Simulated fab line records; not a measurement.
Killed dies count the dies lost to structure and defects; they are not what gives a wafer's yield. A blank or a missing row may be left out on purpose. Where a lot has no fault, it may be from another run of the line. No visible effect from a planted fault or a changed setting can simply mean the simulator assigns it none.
Which tool was responsible? :: flow sky130 :: at 1 step of a route of 708, 12 lots with 36 wafers sampled

## WHAT THE GAUGES SHOWED, per wafer
SKY_VIA3_THK_MEAS_01.
lot: L075
measured: day 39 10:06
on: film metro-04
VIA3_HDPCVD_THK (nm): 1653 1679 1654

lot: L077
measured: day 39 11:42
on: film metro-03
VIA3_HDPCVD_THK (nm): 1657 1648 1633

lot: L079
measured: day 40 05:09
on: film metro-02
VIA3_HDPCVD_THK (nm): 1620 1650 1614

lot: L081
measured: day 40 20:53
on: film metro-04
VIA3_HDPCVD_THK (nm): 1640 1616 1615

lot: L083
measured: day 41 11:27
on: film metro-02
VIA3_HDPCVD_THK (nm): 1620 1596 1628

lot: L085
measured: day 41 19:25
on: film metro-04
VIA3_HDPCVD_THK (nm): 1650 1648 1621

lot: L087
measured: day 42 15:35
on: film metro-04
VIA3_HDPCVD_THK (nm): 1646 1618 1642

lot: L089
measured: day 43 03:22
on: film metro-02
VIA3_HDPCVD_THK (nm): 1654 1677 1651

lot: L093
measured: day 44 17:43
on: film metro-04
VIA3_HDPCVD_THK (nm): 1607 1628 1633

lot: L091
measured: day 44 19:55
on: film metro-02
VIA3_HDPCVD_THK (nm): 1644 1638 1662

lot: L092
measured: day 44 23:05
on: film metro-03
VIA3_HDPCVD_THK (nm): 1643 1648 1626

lot: L097
measured: day 45 04:10
on: film metro-02
VIA3_HDPCVD_THK (nm): 1633 1614 1611

## WHICH TOOL RAN EACH LOT (tool, then ch and the chambers of the sampled wafers, then the start)
No process step before these readings appears in the record.

## THE ANSWER, worked out from the rows above alone
Rule: what is usual is taken from the lots themselves. Put in order of their means at a reading, lots are off if they are a third of the lots or fewer, leave a main group of 4 or more, and stand apart from it by a gap of 3 or more times the standard deviation of the main group's means; of several such gaps the widest counts. The tables above print the reading to a certain number of digits; a main group whose means all agree to those digits is not used. Also off: a lot with no number at a reading for which 4 or more lots have one. Where the step has rows for the other lots, those lots are counted as sound.
None of the lots is off at any reading shown; this tells nothing.

## WHAT THE SIMULATOR HAD INSERTED
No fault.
